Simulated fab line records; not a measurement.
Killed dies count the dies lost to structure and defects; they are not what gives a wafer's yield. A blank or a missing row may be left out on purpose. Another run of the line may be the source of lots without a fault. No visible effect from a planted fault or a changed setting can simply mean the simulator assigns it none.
fab line records -- flow sky130
[record] lots = 6, wafers = 17, last-day = 50
route steps=708 shown VIA1@471 METAL2@483
lots untouched by any fault: they come from a run of this same line in which no faults occurred
start-h: start of the lot's first displayed wafer, in hours after the record's first day -- wait-h: how many hours have passed since the lot's step before this one -- " repeats the value in the row above -- L1.1+2: several wafers, shown together as one row -- - no value, or no start was given -- * or withheld: withheld -- < > ~ a bound
route shown NAME@n: names a module that has steps shown in the file, with the first one's number in the route -- usual: mean/standard deviation taken from wafers without a fault -- same: alike in all rows -- chamber/n: place in a boat -- sites: per-site readings -- _std_site: their standard deviation -- _edge_site: inner sites' mean taken away from outer sites' mean -- radius-mm: how far each site lies from the wafer's centre -- mask NAME#n: copy n -- behind: the tool/chamber that last shaped the wafer -- hold: why the lot went on hold/how many hours it stayed there/how the hold came to an end -- device: the transistor (n, p or np) that didn't switch -- end of line: tests of these same wafers at the route's end -- a step without rows: its recipe alone -- killed: count of dies lost to structure and defects at first sort (not the wafer's yield) -- map: per-die view of a wafer (x killed, . not killed, _ where there is no die)
set.NAME: the run value of the setting; set.NAME@STEP: its run value at that earlier step -- model.NAME: the simulator's own value behind a step, which no gauge read
lots seen at some steps along the route; tables by step, rows by wafer
services: the hour from which a tool's chamber was out of use, counted from the record's first day as start-h (under 0 if before that day), plus the number of hours and why
[[steps]]
[step SKY_VIA1_OVL_MEAS_13]
[usual] VIA1_OVL = 4/5.1
lot.wafer,tool,chamber,start-h,wait-h,VIA1_OVL[nm]
L287.2,overlay-02,-,825.35,0.1,-1
L287.4,overlay-02,-,825.35,0.1,8
L287.5,overlay-02,-,825.35,0.1,-4
L290.1,overlay-02,-,854.05,0.1,7
L290.5,overlay-02,-,854.05,0.1,12
L290.6,overlay-02,-,854.05,0.1,-2
L296.1,overlay-01,-,927.11,0.1,3
L296.3,overlay-01,-,927.11,0.1,1
L296.4,overlay-01,-,927.11,0.1,15
L295.1,overlay-01,-,929.79,0.1,3
L295.5,overlay-01,-,929.79,0.1,9
L301.4,overlay-02,-,969.58,0.1,1
L301.5,overlay-02,-,969.58,0.1,4
L301.6,overlay-02,-,969.58,0.1,4
L303.1,overlay-01,-,977.59,0.1,0
L303.2,overlay-01,-,977.59,0.1,10
L303.6,overlay-01,-,977.59,0.1,11
[step SKY_VIA1_ETCH_14]
[recipe] chemistry = N2/H2, target = BARC, ion-energy-ev = 200, source-w = 500, bias-w = 100, pressure-mtorr = 30, n2-flow-sccm = 100, h2-flow-sccm = 200, stop-on = SiO2, time-s = 45.9, target-depth-a = 600
[usual] drypump-motor-current-A = 5.7/0.53, oes-product-au = 0.854/0.0045, throttle-valve-pct = 13.224/0.0075
lot.wafer,tool,chamber,start-h,wait-h,drypump-motor-current-A,oes-product-au,rf-hours-counter-h,throttle-valve-pct
L287.2,rie-diel-02,1,825.38,0.0,6.3,0.857,9,13.219
L287.4,rie-diel-02,3,825.38,0.0,5.6,0.851,16,13.224
L287.5,rie-diel-02,2,825.38,0.0,5.9,0.849,-,13.236
L290.1,rie-diel-01,1,854.09,0.0,5.2,0.853,24,13.218
L290.5,rie-diel-01,0,854.09,0.0,5.7,0.864,-,13.216
L290.6,rie-diel-01,3,854.09,0.0,5.7,0.851,-,13.228
L296.1,rie-diel-03,0,927.15,0.0,6.4,0.860,8,13.217
L296.3,rie-diel-03,1,927.15,0.0,6.4,0.855,14,13.223
L296.4,rie-diel-03,3,927.15,0.0,5.2,0.854,5,13.228
L295.1,rie-diel-01,3,929.83,0.0,5.7,0.859,4,13.232
L295.5,rie-diel-01,1,929.83,0.0,5.2,0.853,-,13.225
L301.4,rie-diel-03,0,969.60,0.0,6.4,0.858,10,13.221
L301.5,rie-diel-03,3,969.60,0.0,5.2,0.850,-,13.228
L301.6,rie-diel-03,2,969.60,0.0,5.1,0.850,-,13.235
L303.1,rie-diel-01,1,977.63,0.0,5.2,0.856,28,13.215
L303.2,rie-diel-01,3,977.63,0.0,5.7,0.850,6,13.220
L303.6,rie-diel-01,2,977.63,0.0,4.7,0.855,-,13.237
[step SKY_VIA1_ETCH_15]
[recipe] target = SiO2, chemistry = C4F8/O2/Ar, target-depth-nm = 351, stop-on = TiN, mask-material = KrF-thick, source-w = 1500, bias-w = 1200, pressure-mtorr = 40, c4f8-flow-sccm = withheld, O2_flow_sccm = 6, Ar_flow_sccm = 300, time-s = 54
[usual] oes-product-au = 0.978/0.0055
lot.wafer,tool,chamber,start-h,wait-h,oes-product-au,rf-hours-counter-h
L287.2,rie-diel-02,1,825.42,0.0,0.977,9
L287.4,rie-diel-02,3,825.42,0.0,0.976,16
L287.5,rie-diel-02,2,825.42,0.0,0.976,-
L290.1,rie-diel-01,1,854.13,0.0,0.984,24
L290.5,rie-diel-01,0,854.13,0.0,0.984,-
L290.6,rie-diel-01,3,854.13,0.0,0.984,-
L296.1,rie-diel-03,0,927.19,0.0,0.977,8
L296.3,rie-diel-03,1,927.19,0.0,0.976,14
L296.4,rie-diel-03,3,927.19,0.0,0.975,5
L295.1,rie-diel-01,3,929.87,0.0,0.981,4
L295.5,rie-diel-01,1,929.87,0.0,0.988,-
L301.4,rie-diel-03,0,969.64,0.0,0.984,10
L301.5,rie-diel-03,3,969.64,0.0,0.975,-
L301.6,rie-diel-03,2,969.64,0.0,0.983,-
L303.1,rie-diel-01,1,977.67,0.0,0.976,28
L303.2,rie-diel-01,3,977.67,0.0,0.983,6
L303.6,rie-diel-01,2,977.67,0.0,0.984,-
[step SKY_VIA1_STRIP_16]
[recipe] chemistry = O2/N2, power-w = 1400, pressure-mtorr = 1500, platen-temp-c = withheld, o2-flow-sccm = 3000, n2-flow-sccm = 300, overash-fraction = 0.5
[step SKY_VIA1_STRIP_17]
[recipe] chemistry = post-etch-residue-remover, time-s = 1200, temp-c = 72.5
[step SKY_VIA1_CLEAN_18]
[recipe] chemistry = IPA, time-s = 180, temp-c = 25
[step SKY_VIA1_CLEAN_19]
[recipe] chemistry = O3/DIW, dry = n2-spin
[step SKY_VIA1_SPUTTER_20]
[recipe] material = TiN, target-thk-nm = 20, chamber-pressure-pa = 5, power-w = 4000, time-s = 80
[usual] throttle-valve-pct = 30.0/1.3
lot.wafer,tool,chamber,start-h,wait-h,throttle-valve-pct
L287.2,pvd-sputter-01,-,826.06,0.0,28.2
L287.4,pvd-sputter-01,-,826.06,0.0,31.2
L287.5,pvd-sputter-01,-,826.06,0.0,30.4
L290.1,pvd-sputter-02,-,854.77,0.0,29.1
L290.5,pvd-sputter-02,-,854.77,0.0,30.7
L290.6,pvd-sputter-02,-,854.77,0.0,28.2
L296.1,pvd-sputter-02,-,927.86,0.0,29.1
L296.3,pvd-sputter-02,-,927.86,0.0,27.9
L296.4,pvd-sputter-02,-,927.86,0.0,30.9
L295.1,pvd-sputter-01,-,930.51,0.0,30.3
L295.5,pvd-sputter-01,-,930.51,0.0,30.5
L301.4,pvd-sputter-02,-,970.28,0.0,27.8
L301.5,pvd-sputter-02,-,970.28,0.0,28.0
L301.6,pvd-sputter-02,-,970.28,0.0,29.2
L303.1,pvd-sputter-03,-,978.65,0.0,29.1
L303.2,pvd-sputter-03,-,978.65,0.0,30.9
L303.6,pvd-sputter-03,-,978.65,0.0,30.7
[step SKY_VIA1_CVD_21]
[recipe] material = W, target-thk-nm = 270, time-s = 80.902, temp-c = 400, pressure-torr = 40
[usual] heater-power-w = 791/42
lot.wafer,tool,chamber,start-h,wait-h,heater-power-w
L287.2,cvd-w-01,1,826.12,0.0,754
L287.4,cvd-w-01,1,826.12,0.0,755
L287.5,cvd-w-01,1,826.12,0.0,762
L290.1,cvd-w-02,1,854.83,0.0,814
L290.5,cvd-w-02,1,854.83,0.0,805
L290.6,cvd-w-02,0,854.83,0.0,831
L296.1,cvd-w-02,0,927.92,0.0,811
L296.3,cvd-w-02,1,927.92,0.0,811
L296.4,cvd-w-02,0,927.92,0.0,821
L295.1,cvd-w-01,0,930.57,0.0,744
L295.5,cvd-w-01,0,930.57,0.0,743
L301.4,cvd-w-02,0,970.37,0.1,828
L301.5,cvd-w-02,0,970.37,0.1,849
L301.6,cvd-w-02,1,970.37,0.1,797
L303.1,cvd-w-01,1,978.71,0.0,708
L303.2,cvd-w-01,0,978.71,0.0,758
L303.6,cvd-w-01,1,978.71,0.0,705
[step SKY_VIA1_RS_MEAS_22]
[recipe] thk-meas-gauge = four-point-probe, reads = W_of_VIA1_CVD_21+TiN_of_VIA1_SPUTTER_20
[usual] VIA1_W_RS = 0.426/0.0041
lot.wafer,tool,chamber,start-h,wait-h,VIA1_W_RS[ohm/sq]
L287.2,film-metro-02,-,826.23,0.1,0.423
L287.4,film-metro-02,-,826.23,0.1,0.424
L287.5,film-metro-02,-,826.23,0.1,0.424
L290.1,film-metro-03,-,854.92,0.1,0.427
L290.5,film-metro-03,-,854.92,0.1,0.430
L290.6,film-metro-03,-,854.92,0.1,0.431
L296.1,film-metro-01,-,928.01,0.1,0.424
L296.3,film-metro-01,-,928.01,0.1,0.423
L296.4,film-metro-01,-,928.01,0.1,0.425
L295.1,film-metro-01,-,930.66,0.1,0.431
L295.5,film-metro-01,-,930.66,0.1,0.431
L301.4,film-metro-03,-,970.49,0.1,0.424
L301.5,film-metro-03,-,970.49,0.1,0.429
L301.6,film-metro-03,-,970.49,0.1,0.428
L303.1,film-metro-03,-,978.81,0.1,0.420
L303.2,film-metro-03,-,978.81,0.1,0.427
L303.6,film-metro-03,-,978.81,0.1,0.420
[step SKY_VIA1_THK_MEAS_23]
[recipe] thk-meas-gauge = xrf, reads = W_of_VIA1_CVD_21
[usual] VIA1_W_THK = 274/3.8
lot.wafer,tool,chamber,start-h,wait-h,VIA1_W_THK[nm]
L287.2,film-metro-02,-,826.34,0.1,281
L287.4,film-metro-02,-,826.34,0.1,279
L287.5,film-metro-02,-,826.34,0.1,279
L290.1,film-metro-03,-,855.04,0.1,271
L290.5,film-metro-03,-,855.04,0.1,268
L290.6,film-metro-03,-,855.04,0.1,268
L296.1,film-metro-01,-,928.13,0.1,275
L296.3,film-metro-01,-,928.13,0.1,276
L296.4,film-metro-01,-,928.13,0.1,275
L295.1,film-metro-01,-,930.78,0.1,270
L295.5,film-metro-01,-,930.78,0.1,270
L301.4,film-metro-03,-,970.58,0.1,273
L301.5,film-metro-03,-,970.58,0.1,270
L301.6,film-metro-03,-,970.58,0.1,269
L303.1,film-metro-03,-,978.93,0.1,275
L303.2,film-metro-03,-,978.93,0.1,270
L303.6,film-metro-03,-,978.93,0.1,277
[step SKY_VIA1_CMP_24]
[recipe] stop-on = SiO2, t-overpolish-s = 15, down-force-psi = 3.5, platen-rpm = 60, target-thk-nm = 0, pad-velocity-m-s = 0.94248
[usual] head-pressure-psi = 3.501/0.0081, motor-current-A = 11.8/0.75, overpolish-run-s = 15.001/0.0093, platen-rpm = 60.00/0.041, slurry-flow-ml-min = 150.0/0.46, time-to-endpoint-s = 66/3.4
lot.wafer,tool,chamber,start-h,wait-h,head-pressure-psi,motor-current-A,overpolish-run-s,platen-rpm,slurry-flow-ml-min,time-to-endpoint-s
L287.4,cmp-02,1,826.49,0.1,3.482,11.0,15.001,59.97,149.6,72
L287.2,cmp-02,2,826.49,0.1,3.484,13.4,15.006,60.03,149.8,70
L287.5,cmp-02,0,826.49,0.1,3.487,12.1,14.986,60.02,150.0,69
L290.1,cmp-01,3,855.25,0.2,3.504,11.5,14.999,60.02,149.3,58
L290.6,cmp-01,0,855.25,0.2,3.492,11.5,15.002,60.02,149.9,60
L290.5,cmp-01,1,855.25,0.2,3.511,11.5,15.000,60.03,149.6,63
L296.3,cmp-02,3,928.19,0.0,3.501,10.8,14.989,60.04,149.3,63
L296.1,cmp-02,0,928.19,0.0,3.482,11.3,15.004,60.04,149.5,68
L296.4,cmp-02,1,928.19,0.0,3.497,12.2,15.004,59.99,150.6,72
L295.1,cmp-02,2,930.99,0.2,3.506,13.1,15.010,60.00,149.5,66
L295.5,cmp-02,0,930.99,0.2,3.495,12.0,15.004,60.05,149.3,70
L301.4,cmp-02,0,970.76,0.2,3.496,12.0,14.998,60.00,150.4,71
L301.5,cmp-02,1,970.76,0.2,3.507,11.2,14.990,60.01,149.7,69
L301.6,cmp-02,2,970.76,0.2,3.490,13.4,14.994,59.99,149.6,69
L303.1,cmp-02,0,978.99,0.1,3.501,12.0,15.004,60.04,150.3,70
L303.2,cmp-02,3,978.99,0.1,3.501,10.7,15.012,59.93,149.4,65
L303.6,cmp-02,0,978.99,0.1,3.499,12.3,14.988,60.01,150.1,67
[step SKY_METAL2_SPUTTER_00]
[recipe] material = Ti, target-thk-nm = 15, power-w = 3000, time-s = 10, chamber-pressure-pa = 0.4
[usual] throttle-valve-pct = 30.3/1.2
lot.wafer,tool,chamber,start-h,wait-h,throttle-valve-pct,model.Ti_of_METAL2_SPUTTER_00.thk-nm
L287.2,pvd-sputter-03,-,826.69,0.1,29.2,15.07
L287.4,pvd-sputter-03,-,826.69,0.1,32.3,14.97
L287.5,pvd-sputter-03,-,826.69,0.1,30.9,15.23
L290.1,pvd-sputter-03,-,855.40,0.1,29.2,14.98
L290.5,pvd-sputter-03,-,855.40,0.1,32.5,15.03
L290.6,pvd-sputter-03,-,855.40,0.1,30.6,14.94
L296.1,pvd-sputter-03,-,928.49,0.2,30.3,7.222
L296.3,pvd-sputter-03,-,928.49,0.2,32.3,7.309
L296.4,pvd-sputter-03,-,928.49,0.2,28.9,14.62
L295.1,pvd-sputter-03,-,931.14,0.1,28.8,7.416
L295.5,pvd-sputter-03,-,931.14,0.1,30.9,15.19
L301.4,pvd-sputter-04,-,970.91,0.1,30.3,14.61
L301.5,pvd-sputter-04,-,970.91,0.1,29.4,15.27
L301.6,pvd-sputter-04,-,970.91,0.1,29.3,14.7
L303.1,pvd-sputter-04,-,979.29,0.2,32.0,14.89
L303.2,pvd-sputter-04,-,979.29,0.2,29.3,14.76
L303.6,pvd-sputter-04,-,979.29,0.2,29.0,15.3
[step SKY_METAL2_SPUTTER_01]
[recipe] material = TiN, target-thk-nm = 20, power-w = 6500, time-s = 16.7, chamber-pressure-pa = 0.4
[[services]]
tool,chamber,start-h,hours,kind
rie-diel-02,1,826.66,7.3,repair
rie-diel-01,2,829.43,2.7,repair
cmp-01,-,840.13,5.9,pm
pvd-sputter-03,-,852.90,2.4,repair
pvd-sputter-03,-,859.39,0.8,repair
cvd-w-02,-,886.81,1.4,repair
cmp-01,-,887.32,1.3,repair
cvd-w-01,-,889.82,6.9,pm
rie-diel-02,3,891.13,41.1,repair
cmp-01,-,892.62,13.6,pm
pvd-sputter-02,-,898.14,1.7,repair
rie-diel-03,0,900.14,3.5,repair
cvd-w-01,-,904.00,14.0,pm
cmp-02,-,906.44,1.8,repair
rie-diel-01,-,906.66,1.5,repair
rie-diel-01,0,906.69,19.8,repair
cvd-w-01,1,910.61,14.4,repair
pvd-sputter-04,-,913.26,2.2,repair
cmp-02,-,918.30,0.5,repair
rie-diel-03,1,930.45,2.5,repair
pvd-sputter-01,-,939.47,6.4,repair
cmp-02,-,946.01,2.4,repair
cmp-02,-,954.34,1.3,repair
pvd-sputter-02,-,972.84,3.3,repair
[[key]]
first-sign none at tools or gauges
[model-effect] step = SKY_METAL2_SPUTTER_00, value = Ti_of_METAL2_SPUTTER_00.thk-nm, without = 14.84, struck = 7.316
met-at SKY_METAL2_SPUTTER_00
struck-wafers L295.1,L296.1,L296.3
onset-between 855.40 928.49
[fault] kind = process-parameter-drift, tool = pvd-sputter-03, chamber = -, onset-h = 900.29, steps = SKY_METAL2_SPUTTER_00, channel = target-thk-nm, offset = -7.5278, shape = step, end-h = 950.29, scope = struck-wafers-only, acts-in = these-recipes-only, stated = 15
